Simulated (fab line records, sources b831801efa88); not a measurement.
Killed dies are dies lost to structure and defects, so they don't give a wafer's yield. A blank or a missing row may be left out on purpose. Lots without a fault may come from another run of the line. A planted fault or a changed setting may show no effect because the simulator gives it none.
fab line records | flow sky130
record lots=7 wafers=21 last_day=50
route steps=708 shown VIA4@648 METAL5@661 PAD_OPEN@708
lots that met no fault: from a run of the same line without faults
start_h: hours from the record's first day to the start of the lot's first wafer shown | wait_h: hours since the lot's step before | " the same as in the row above | L1.1+2: a row that stands for several wafers | - no value, or no start given | * or withheld: withheld | < > ~ a bound
route shown NAME@n: a module of which the file shows steps, and the number in the route of the first | usual: mean/standard deviation of fault-free wafers | same: alike in all rows | chamber/n: place in a boat | sites: the reading at each site | _std_site: their standard deviation | _edge_site: outer sites' mean less inner sites' | radius_mm: how far each site lies from the wafer's centre | mask NAME#n: copy n | behind: the tool/chamber that last shaped the wafer | hold: why the lot was held/for how many hours/how that ended | device: the transistor (n, p or np) that didn't switch | end of line: the same wafers' tests at the end of the route | a step without rows: its recipe alone | killed: dies lost to structure and defects at the first sort, not the wafer's yield | map: a wafer's dies, x killed, . not, _ none there
set.NAME: the setting as run; set.NAME@STEP: as run at that earlier step | model.NAME: the simulator's own value behind a step, which no gauge read
lots at some steps of the route; a table a step, a row a wafer
services: from which hour (start_h, from the record's first day; less than 0 if before it) a tool's chamber was out of use, for how many hours, and why
## steps
# step SKY_VIA4_PEB_09
# recipe temp_c=withheld time_s=* resist=NOVOLAK
# step SKY_VIA4_DEVELOP_10
# recipe resist=NOVOLAK developer=TMAH develop_time_s=60 dev_temp_c=23
# step SKY_VIA4_OVL_MEAS_11
# usual VIA4_OVL=1.0/1.1
# columns lot.wafer tool chamber start_h wait_h VIA4_OVL[nm]
L368.2 overlay-01 - 1046.50 0.1 1.1
L368.3 " - " " 2.0
L368.4 " - " " 1.0
L369.2 overlay-02 - 1049.75 0.1 2.0
L369.3 " - " " 1.6
L369.4 " - " " 2.3
L376.1 overlay-02 - 1094.21 0.1 0.6
L376.2 " - " " 1.0
L376.5 " - " " 1.0
L377.2 overlay-02 - 1095.00 0.1 1.9
L377.3 " - " " 1.7
L377.5 " - " " 2.9
L379.1 overlay-02 - 1100.04 0.1 0.0
L379.3 " - " " 2.6
L379.5 " - " " 0.6
L380.3 overlay-02 - 1102.87 0.1 1.1
L380.5 " - " " 0.7
L380.6 " - " " 1.1
L386.1 overlay-02 - 1141.06 0.1 0.8
L386.2 " - " " 1.7
L386.5 " - " " 1.3
# step SKY_VIA4_ETCH_12
# recipe target=SiO2 chemistry=C4F8/O2/Ar stop_on=TiN mask_material=NOVOLAK source_w=1500 bias_w=1200 pressure_mtorr=40 c4f8_flow_sccm=withheld O2_flow_sccm=6 Ar_flow_sccm=300 time_s=withheld target_depth_a=5800
# usual chamber_pressure_mTorr=39.99/0.044 oes_product_au=0.926/0.0052
# columns lot.wafer tool chamber start_h wait_h chamber_pressure_mTorr oes_product_au
L368.2 rie_diel-01 3 1046.53 0.0 40.00 0.919
L368.3 " 1 " " 39.95 0.932
L368.4 " 1 " " 39.99 0.932
L369.2 rie_diel-04 0 1049.78 0.0 39.99 0.928
L369.3 " 3 " " 40.03 0.917
L369.4 " 1 " " 40.01 0.927
L376.1 rie_diel-01 0 1094.24 0.0 39.98 0.933
L376.2 " 2 " " 40.02 0.924
L376.5 " 2 " " 40.02 0.933
L377.2 rie_diel-03 2 1095.03 0.0 40.06 0.927
L377.3 " 0 " " 39.93 0.925
L377.5 " 0 " " 40.03 0.924
L379.1 rie_diel-01 1 1100.08 0.0 40.05 0.920
L379.3 " 2 " " 40.00 0.926
L379.5 " 3 " " 40.02 0.934
L380.3 rie_diel-03 2 1102.89 0.0 39.97 0.923
L380.5 " 2 " " 39.97 0.931
L380.6 " 3 " " 39.99 0.919
L386.1 rie_diel-04 0 1141.09 0.0 40.04 0.927
L386.2 " 3 " " 40.00 0.926
L386.5 " 2 " " 40.00 0.931
# step SKY_VIA4_STRIP_13
# recipe chemistry=O2/N2 power_w=1400 pressure_mtorr=1500 platen_temp_c=withheld o2_flow_sccm=3000 n2_flow_sccm=300 overash_fraction=0.5
# usual chamber_pressure_mTorr=1499.7/1.3 drypump_motor_current_A=5.30/0.29 n2_flow_sccm=300.1/1.1 oes_product_au=0.710/0.0046 strip_time_to_endpoint_s=12.83/0.042
# columns lot.wafer tool chamber start_h wait_h chamber_pressure_mTorr drypump_motor_current_A n2_flow_sccm oes_product_au rf_hours_counter_h strip_time_to_endpoint_s
L368.2 plasma_asher-01 0 1046.60 - 1501.0 5.51 299.3 0.709 90 12.77
L368.3 " 0 " " 1499.0 5.51 300.5 0.713 - 12.86
L368.4 " 1 " " 1499.5 5.19 301.1 0.701 - 12.82
L369.2 plasma_asher-04 1 1049.85 - 1501.3 5.62 298.0 0.714 62 12.82
L369.3 " 0 " " 1501.0 5.32 302.6 0.706 - 12.81
L369.4 " 1 " " 1499.9 5.62 299.8 0.718 - 12.80
L376.1 plasma_asher-03 0 1094.32 - 1498.5 4.80 299.5 0.710 35 12.78
L376.2 " 1 " " 1498.5 5.49 301.8 0.712 35 12.82
L376.5 " 1 " " 1498.9 5.48 300.4 0.715 - 12.82
L377.2 plasma_asher-04 1 1095.10 - 1498.9 5.63 299.8 0.711 67 12.85
L377.3 " 1 " " 1498.0 5.64 298.8 0.710 - 12.86
L377.5 " 1 " " 1499.2 5.61 299.9 0.703 - 12.86
L379.1 plasma_asher-03 1 1100.15 - 1499.5 5.52 300.1 0.696 35 12.87
L379.3 " 0 " " 1499.7 4.78 299.5 0.711 - 12.82
L379.5 " 0 " " 1499.4 4.78 300.9 0.707 - 12.85
L380.3 plasma_asher-04 0 1103.00 - 1496.9 5.29 298.2 0.706 - 12.89
L380.5 " 1 " " 1501.1 5.65 301.9 0.710 - 12.88
L380.6 " 0 " " 1500.8 5.30 299.9 0.715 - 12.87
L386.1 plasma_asher-04 0 1141.17 - 1498.8 5.31 300.1 0.711 71 12.86
L386.2 " 1 " " 1501.3 5.61 302.2 0.707 71 12.86
L386.5 " 1 " " 1503.5 5.63 301.0 0.698 - 12.81
# step SKY_VIA4_STRIP_14
# recipe chemistry=post_etch_residue_remover time_s=1200 temp_c=72.5
# step SKY_VIA4_CLEAN_15
# recipe chemistry=IPA time_s=180 temp_c=25
# step SKY_VIA4_CLEAN_16
# recipe chemistry=O3/DIW dry=n2_spin
# step SKY_VIA4_SPUTTER_17
# recipe material=TiN target_thk_nm=20 chamber_pressure_pa=5 power_w=4000 time_s=80
# usual throttle_valve_pct=29.4/1
# columns lot.wafer tool chamber start_h wait_h throttle_valve_pct
L368.2 pvd_sputter-04 - 1047.25 0.0 28.6
L368.3 " - " " 27.4
L368.4 " - " " 29.3
L369.2 pvd_sputter-04 - 1050.52 0.0 29.9
L369.3 " - " " 27.7
L369.4 " - " " 28.9
L376.1 pvd_sputter-04 - 1094.95 0.0 28.0
L376.2 " - " " 28.7
L376.5 " - " " 30.0
L377.2 pvd_sputter-02 - 1095.69 0.0 31.3
L377.3 " - " " 30.3
L377.5 " - " " 30.2
L379.1 pvd_sputter-02 - 1100.90 0.0 29.6
L379.3 " - " " 31.3
L379.5 " - " " 29.8
L380.3 pvd_sputter-04 - 1103.56 0.0 29.0
L380.5 " - " " 29.2
L380.6 " - " " 30.1
L386.1 pvd_sputter-02 - 1141.76 0.0 28.8
L386.2 " - " " 30.3
L386.5 " - " " 28.8
# step SKY_VIA4_CVD_18
# recipe material=W target_thk_nm=505 time_s=152.14 temp_c=400 pressure_torr=40
# usual heater_power_w=913/85
# columns lot.wafer tool chamber start_h wait_h heater_power_w since_wet_clean_h
L368.2 cvd_w-02 1 1047.31 0.0 893 129
L368.3 " 1 " " 912 -
L368.4 " 0 " " 789 -
L369.2 cvd_w-02 1 1050.58 0.0 900 133
L369.3 " 1 " " 914 -
L369.4 " 0 " " 805 -
L376.1 cvd_w-01 1 1095.01 0.0 873 691
L376.2 " 0 " " 1026 691
L376.5 " 1 " " 885 -
L377.2 cvd_w-01 1 1095.75 0.0 876 692
L377.3 " 0 " " 1016 -
L377.5 " 0 " " 1024 -
L379.1 cvd_w-01 0 1100.97 0.0 1039 697
L379.3 " 1 " " 893 -
L379.5 " 1 " " 857 -
L380.3 cvd_w-01 1 1103.67 0.1 881 -
L380.5 " 0 " " 1032 -
L380.6 " 1 " " 870 -
L386.1 cvd_w-02 0 1141.82 0.0 797 224
L386.2 " 1 " " 901 224
L386.5 " 1 " " 898 -
# step SKY_VIA4_RS_MEAS_19
# recipe thk_meas_gauge=four-point-probe reads=W_of_VIA4_CVD_18+TiN_of_VIA4_SPUTTER_17
# usual VIA4_W_RS=0.2254/0.0023
# columns lot.wafer tool chamber start_h wait_h VIA4_W_RS[ohm/sq]
L368.2 film_metro-03 - 1047.48 0.1 0.2182
L368.3 " - " " 0.2198
L368.4 " - " " 0.2210
L369.2 film_metro-02 - 1050.75 0.1 0.2268
L369.3 " - " " 0.2256
L369.4 " - " " 0.2254
L376.1 film_metro-03 - 1095.16 0.1 0.2238
L376.2 " - " " 0.2244
L376.5 " - " " 0.2272
L377.2 film_metro-01 - 1095.92 0.1 0.2280
L377.3 " - " " 0.2249
L377.5 " - " " 0.2243
L379.1 film_metro-01 - 1101.12 0.1 0.2243
L379.3 " - " " 0.2254
L379.5 " - " " 0.2275
L380.3 film_metro-01 - 1103.81 0.1 0.2309
L380.5 " - " " 0.2258
L380.6 " - " " 0.2291
L386.1 film_metro-02 - 1141.97 0.1 0.2261
L386.2 " - " " 0.2258
L386.5 " - " " 0.2250
# step SKY_VIA4_THK_MEAS_20
# recipe thk_meas_gauge=xrf reads=W_of_VIA4_CVD_18
# usual VIA4_W_THK=519/8.5
# columns lot.wafer tool chamber start_h wait_h VIA4_W_THK[nm]
L368.2 film_metro-03 - 1047.59 0.1 534
L368.3 " - " " 529
L368.4 " - " " 526
L369.2 film_metro-02 - 1050.86 0.1 517
L369.3 " - " " 520
L369.4 " - " " 518
L376.1 film_metro-03 - 1095.28 0.1 521
L376.2 " - " " 517
L376.5 " - " " 515
L377.2 film_metro-01 - 1096.03 0.1 509
L377.3 " - " " 516
L377.5 " - " " 515
L379.1 film_metro-01 - 1101.24 0.1 516
L379.3 " - " " 510
L379.5 " - " " 508
L380.3 film_metro-01 - 1103.91 0.1 499
L380.5 " - " " 512
L380.6 " - " " 504
L386.1 film_metro-02 - 1142.09 0.1 525
L386.2 " - " " 528
L386.5 " - " " 525
# step SKY_VIA4_CMP_21
# recipe stop_on=SiO2 t_overpolish_s=25 down_force_psi=3.5 platen_rpm=60 target_thk_nm=0 pad_velocity_m_s=0.94248
# usual motor_current_A=11.2/0.96 overpolish_run_s=24.999/0.0086 platen_rpm=60.00/0.035 slurry_filter_dp_kPa=13.48/0.12 time_to_endpoint_s=122/4.3
# columns lot.wafer tool chamber start_h wait_h motor_current_A overpolish_run_s platen_rpm slurry_filter_dp_kPa time_to_endpoint_s
L368.3 cmp-01 3 1047.64 0.0 9.1 24.994 60.03 13.27 130
L368.4 " 1 " " 11.6 24.997 60.09 13.48 126
L368.2 " 2 " " 12.4 24.992 59.97 13.34 125
L369.3 cmp-02 0 1050.91 0.0 10.8 24.967 60.01 13.48 125
L369.2 " 2 " " 12.5 25.010 59.96 13.53 123
L369.4 " 3 " " 11.2 25.004 59.98 13.34 124
L376.2 cmp-01 2 1095.34 0.0 12.2 24.997 66.04 13.44 106
L376.1 " 1 " " 11.0 25.009 65.98 13.56 112
L376.5 " 2 " " 13.4 25.001 65.96 13.25 106
L377.2 cmp-01 0 1096.13 0.1 11.2 24.999 66.06 13.56 108
L377.3 " 1 " " 10.7 24.997 65.92 13.52 114
L377.5 " 3 " " 9.8 24.991 65.99 13.54 109
L379.3 cmp-01 3 1101.56 0.3 9.6 24.977 66.00 13.40 107
L379.1 " 1 " " 11.2 24.991 65.98 13.65 110
L379.5 " 0 " " 10.9 25.021 65.93 13.61 107
L380.3 cmp-02 0 1104.10 0.2 11.8 24.995 60.01 13.41 120
L380.5 " 1 " " 11.6 25.000 60.00 13.63 120
L380.6 " 2 " " 11.8 25.002 59.93 13.65 119
L386.2 cmp-02 0 1142.20 0.1 11.4 24.993 60.02 13.41 125
L386.1 " 1 " " 10.2 24.999 60.02 13.61 127
L386.5 " 3 " " 10.6 25.012 60.03 13.40 126
# step SKY_METAL5_SPUTTER_00
# recipe material=Ti target_thk_nm=15 power_w=3000 time_s=10 chamber_pressure_pa=0.4
# usual throttle_valve_pct=29.8/1.1
# columns lot.wafer tool chamber start_h wait_h throttle_valve_pct
L368.2 pvd_sputter-01 - 1047.94 0.1 30.8
L368.3 " - " " 30.7
L368.4 " - " " 30.5
L369.2 pvd_sputter-03 - 1051.21 0.1 29.7
L369.3 " - " " 31.6
L369.4 " - " " 28.6
L376.1 pvd_sputter-03 - 1095.64 0.1 30.9
L376.2 " - " " 28.8
L376.5 " - " " 28.5
L377.2 pvd_sputter-04 - 1096.38 0.2 30.0
L377.3 " - " " 29.1
L377.5 " - " " 28.6
L379.1 pvd_sputter-01 - 1101.86 0.1 31.1
L379.3 " - " " 29.2
L379.5 " - " " 29.1
L380.3 pvd_sputter-04 - 1104.25 0.1 28.6
L380.5 " - " " 28.6
L380.6 " - " " 30.4
L386.1 pvd_sputter-01 - 1142.45 0.1 30.8
L386.2 " - " " 29.3
L386.5 " - " " 30.2
# step SKY_PAD_OPEN_PROBE_99
# usual defect_limited_yield=81.8/2 killed_at_M0_to_M3=44/7.5 killed_at_M4_up=3.3/1.8 killed_at_contacts=25/5.9 killed_at_front_end=16/4.7 killed_at_other=0.3/0.52 killed_dies=89/9.9 killed_open=49/7.8 killed_short=40/5.8 sort_bin_3_pad_short=0.9/0.43 sort_bin_5_function=10.8/1.5 sort_bin_6_memory=6.4/1.1 sort_n_pass=403/9.9 sort_yield_pct=81.8/2
# same gross_dies=492 killed_at_back_side=0 sort_bin_4_leakage[%]=0 sort_bin_8_speed[%]=0
# columns lot.wafer tool chamber start_h wait_h defect_limited_yield[%] killed_at_M0_to_M3 killed_at_M4_up killed_at_contacts killed_at_front_end killed_at_other killed_dies killed_open killed_short sort_bin_3_pad_short[%] sort_bin_5_function[%] sort_bin_6_memory[%] sort_n_pass sort_yield_pct[%]
L368.2 prober-01 - 1112.97 0.1 79.9 48 1 34 16 0 99 60 39 0.4 12.4 7.3 393 79.9
L368.3 prober-01 - 1113.02 0.2 79.9 43 2 41 13 0 99 57 42 1.2 11.6 7.3 393 79.9
L368.4 prober-01 - 1113.07 0.2 79.9 48 5 28 18 0 99 52 46 1.4 13.0 5.7 393 79.9
L369.2 prober-02 - 1116.12 0.1 84.3 44 3 20 10 0 77 41 34 0.4 9.8 5.5 415 84.3
L369.3 prober-02 - 1116.17 0.2 79.3 66 2 22 12 0 102 55 47 1.2 12.8 6.7 390 79.3
L369.4 prober-02 - 1116.22 0.2 83.1 48 3 21 10 1 83 47 36 0.8 9.8 6.3 409 83.1
L376.1 prober-01 - 1157.38 0.1 79.1 46 4 35 17 1 103 56 46 0.4 13.0 7.5 389 79.1
L376.2 prober-01 - 1157.43 0.1 86.2 34 2 19 13 0 68 40 28 0.6 8.7 4.5 424 86.2
L376.5 prober-01 - 1157.58 0.2 80.3 51 1 29 16 0 97 51 46 1.6 10.8 7.3 395 80.3
L377.2 prober-02 - 1158.00 0.1 82.7 42 2 26 14 1 85 42 43 0.4 12.0 4.9 407 82.7
L377.3 prober-02 - 1158.05 0.2 84.8 31 3 24 16 1 75 36 39 0.2 9.8 5.3 417 84.8
L377.5 prober-02 - 1158.15 0.2 83.7 40 1 22 17 0 80 39 41 0.8 8.9 6.5 412 83.7
L379.1 prober-02 - 1163.11 0.1 82.3 47 5 20 15 0 87 49 38 0.6 9.8 7.3 405 82.3
L379.3 prober-02 - 1163.21 0.2 79.7 43 2 30 25 0 100 55 45 0.8 12.2 7.3 392 79.7
L379.5 prober-02 - 1163.31 0.2 79.7 50 4 26 20 0 100 57 43 1.0 12.6 6.7 392 79.7
L380.3 prober-01 - 1165.21 0.2 82.3 48 5 21 13 0 87 49 38 0.6 10.2 6.9 405 82.3
L380.5 prober-01 - 1165.31 0.2 81.7 41 3 31 15 0 90 43 47 1.0 11.2 6.1 402 81.7
L380.6 prober-01 - 1165.36 0.2 77.8 63 5 32 9 0 109 58 51 1.4 12.8 7.9 383 77.8
L386.1 prober-01 - 1197.64 0.1 82.7 41 0 32 11 1 85 44 41 1.0 10.0 6.3 407 82.7
L386.2 prober-01 - 1197.69 0.1 85.8 35 2 13 20 0 70 39 30 0.6 8.5 5.1 422 85.8
L386.5 prober-01 - 1197.84 0.2 84.1 40 6 20 12 0 78 44 34 0.4 8.9 6.5 414 84.1
# killed by level:class
L368.2 VIA1:geometric_particle:open=16 CONTACT:geometric_particle:open=11 LI_CONTACT:geometric_particle:open=8 CONTACT:geometric_particle:short=8 VIA2:geometric_particle:open=8 METAL3:geometric_particle:short=7 POLY_GATE:geometric_particle:open=6 VIA3:geometric_particle:open=5
L368.3 LI_CONTACT:geometric_particle:open=13 CONTACT:geometric_particle:open=13 VIA1:geometric_particle:open=10 VIA3:geometric_particle:open=8 LI_CONTACT:geometric_particle:short=5 VIA1:geometric_particle:short=5 POLY_GATE:geometric_particle:short=4 LOCAL_INTERCONNECT:geometric_particle:short=4
L368.4 LI_CONTACT:geometric_particle:open=9 POLY_GATE:geometric_particle:short=7 CONTACT:geometric_particle:open=7 VIA1:geometric_particle:open=7 VIA2:geometric_particle:open=7 CONTACT:geometric_particle:short=6 VIA3:geometric_particle:open=6 VIA2:geometric_particle:short=6
L369.2 VIA1:geometric_particle:open=12 LI_CONTACT:geometric_particle:open=7 VIA2:geometric_particle:open=6 VIA3:geometric_particle:open=6 LOCAL_INTERCONNECT:geometric_particle:short=5 VIA3:geometric_particle:short=5 METAL1:geometric_particle:short=4 POLY_GATE:geometric_particle:short=3
L369.3 VIA2:geometric_particle:open=11 VIA1:geometric_particle:open=10 VIA3:geometric_particle:open=9 METAL2:geometric_particle:short=9 LI_CONTACT:geometric_particle:open=8 METAL3:geometric_particle:short=7 CONTACT:geometric_particle:open=7 METAL1:geometric_particle:short=6
L369.4 VIA1:geometric_particle:open=14 VIA2:geometric_particle:open=10 CONTACT:geometric_particle:open=8 CONTACT:geometric_particle:short=6 POLY_GATE:geometric_particle:short=5 VIA1:geometric_particle:short=5 METAL2:geometric_particle:short=4 VIA3:geometric_particle:short=4
L376.1 CONTACT:geometric_particle:open=15 LI_CONTACT:geometric_particle:open=8 VIA1:geometric_particle:open=8 VIA3:geometric_particle:open=7 METAL2:geometric_particle:short=7 VIA3:geometric_particle:short=7 FIELD_ISO:geometric_particle:open=6 CONTACT:geometric_particle:short=6
L376.2 VIA1:geometric_particle:open=10 METAL2:geometric_particle:short=7 CONTACT:geometric_particle:open=6 VIA3:geometric_particle:open=6 FIELD_ISO:geometric_particle:short=5 LOCAL_INTERCONNECT:geometric_particle:short=4 FIELD_ISO:geometric_particle:open=3 CONTACT:geometric_particle:short=3
L376.5 VIA1:geometric_particle:open=12 CONTACT:geometric_particle:open=10 LI_CONTACT:geometric_particle:open=7 CONTACT:geometric_particle:short=7 METAL1:geometric_particle:short=7 FIELD_ISO:geometric_particle:open=6 METAL2:geometric_particle:short=6 FIELD_ISO:geometric_particle:short=5
L377.2 CONTACT:geometric_particle:open=12 METAL2:geometric_particle:short=9 VIA1:geometric_particle:open=6 METAL3:geometric_particle:short=6 VIA3:geometric_particle:open=6 LI_CONTACT:geometric_particle:open=5 CONTACT:geometric_particle:short=5 METAL1:geometric_particle:short=4
L377.3 CONTACT:geometric_particle:open=7 LOCAL_INTERCONNECT:geometric_particle:short=6 VIA1:geometric_particle:open=6 VIA3:geometric_particle:open=6 FIELD_ISO:geometric_particle:short=5 LI_CONTACT:geometric_particle:open=5 VIA3:geometric_particle:short=5 FIELD_ISO:geometric_particle:open=4
L377.5 LI_CONTACT:geometric_particle:open=9 VIA1:geometric_particle:open=7 METAL1:geometric_particle:short=7 LOCAL_INTERCONNECT:geometric_particle:short=6 VIA1:geometric_particle:short=6 VIA2:geometric_particle:open=6 FIELD_ISO:geometric_particle:short=5 METAL3:geometric_particle:short=5
L379.1 CONTACT:geometric_particle:open=7 VIA1:geometric_particle:open=7 VIA3:geometric_particle:open=7 METAL1:geometric_particle:short=6 LI_CONTACT:geometric_particle:open=6 VIA2:geometric_particle:short=6 CONTACT:geometric_particle:short=5 VIA2:geometric_particle:open=5
L379.3 VIA1:geometric_particle:open=13 CONTACT:geometric_particle:open=12 LI_CONTACT:geometric_particle:open=8 FIELD_ISO:geometric_particle:open=7 FIELD_ISO:geometric_particle:short=7 METAL1:geometric_particle:short=7 CONTACT:geometric_particle:short=6 POLY_GATE:geometric_particle:short=5
L379.5 CONTACT:geometric_particle:open=10 VIA2:geometric_particle:open=10 LI_CONTACT:geometric_particle:open=8 VIA1:geometric_particle:open=8 POLY_GATE:geometric_particle:short=6 VIA3:geometric_particle:open=6 FIELD_ISO:geometric_particle:short=5 VIA2:geometric_particle:short=5
L380.3 VIA1:geometric_particle:open=14 CONTACT:geometric_particle:open=9 METAL2:geometric_particle:short=6 VIA3:geometric_particle:open=5 VIA2:geometric_particle:open=4 POLY_GATE:geometric_particle:short=4 LI_CONTACT:geometric_particle:open=4 VIA1:geometric_particle:short=4
L380.5 VIA1:geometric_particle:open=10 LOCAL_INTERCONNECT:geometric_particle:short=9 VIA2:geometric_particle:open=7 CONTACT:geometric_particle:open=7 LI_CONTACT:geometric_particle:open=5 CONTACT:geometric_particle:short=5 METAL2:geometric_particle:short=5 VIA3:geometric_particle:short=5
L380.6 CONTACT:geometric_particle:open=11 VIA1:geometric_particle:open=11 VIA2:geometric_particle:open=11 VIA3:geometric_particle:open=10 VIA1:geometric_particle:short=9 LI_CONTACT:geometric_particle:open=8 VIA3:geometric_particle:short=7 CONTACT:geometric_particle:short=6
L386.1 CONTACT:geometric_particle:short=12 CONTACT:geometric_particle:open=11 VIA1:geometric_particle:open=8 VIA3:geometric_particle:open=8 LI_CONTACT:geometric_particle:open=6 METAL1:geometric_particle:short=6 POLY_GATE:geometric_particle:short=5 METAL2:geometric_particle:short=5
L386.2 VIA1:geometric_particle:open=12 FIELD_ISO:geometric_particle:open=6 FIELD_ISO:geometric_particle:short=6 LI_CONTACT:geometric_particle:open=6 VIA1:geometric_particle:short=5 METAL2:geometric_particle:short=4 VIA3:geometric_particle:open=4 METAL1:geometric_particle:short=3
L386.5 VIA2:geometric_particle:open=7 VIA1:geometric_particle:open=6 LI_CONTACT:geometric_particle:open=6 VIA3:geometric_particle:open=6 CONTACT:geometric_particle:short=5 METAL2:geometric_particle:short=5 LOCAL_INTERCONNECT:geometric_particle:short=4 CONTACT:geometric_particle:open=4
## services
# columns tool chamber start_h hours kind
plasma_asher-04 - 1025.61 0.6 repair
plasma_asher-01 - 1026.45 3.0 repair
rie_diel-04 1 1035.55 3.0 repair
plasma_asher-03 - 1036.94 0.7 repair
rie_diel-01 - 1038.10 1.3 repair
rie_diel-03 1 1045.26 5.7 repair
pvd_sputter-01 - 1052.08 0.5 repair
pvd_sputter-02 - 1056.55 1.4 repair
plasma_asher-03 - 1072.60 3.7 repair
pvd_sputter-04 - 1073.26 4.2 repair
pvd_sputter-01 - 1073.89 8.8 repair
rie_diel-04 0 1079.63 10.9 repair
cvd_w-01 - 1082.99 0.5 repair
cmp-01 - 1084.00 4.0 pm
cmp-01 - 1088.00 - consumable_replace:conditioner
cmp-01 - 1089.23 0.4 repair
cmp-01 - 1089.23 3.3 repair
cvd_w-02 0 1091.48 12.3 repair
rie_diel-04 3 1094.00 6.2 repair
rie_diel-01 3 1106.15 9.7 repair
pvd_sputter-04 - 1108.49 11.0 repair
plasma_asher-04 - 1126.21 3.4 repair
rie_diel-01 - 1129.19 0.3 repair
plasma_asher-03 - 1134.15 1.8 repair
## key
first_sign step=SKY_VIA4_CMP_21 reading=platen_rpm direction=up sigmas=99+ usual=60.00 struck=65.99
effect step=SKY_VIA4_CMP_21 reading=time_to_endpoint_s direction=down sigmas=3.1 usual=* struck=*
met_at SKY_VIA4_CMP_21
struck_wafers L376.1,L376.2,L376.5,L377.2,L377.3,L377.5,L379.1,L379.3,L379.5
onset_between 1047.64 1095.34
fault kind=process_parameter_drift tool=cmp-01 chamber=- onset_h=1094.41 steps=SKY_VIA4_CMP_21 channel=platen_rpm offset=6 shape=step end_h=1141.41 acts_in=these_recipes_only stated=60
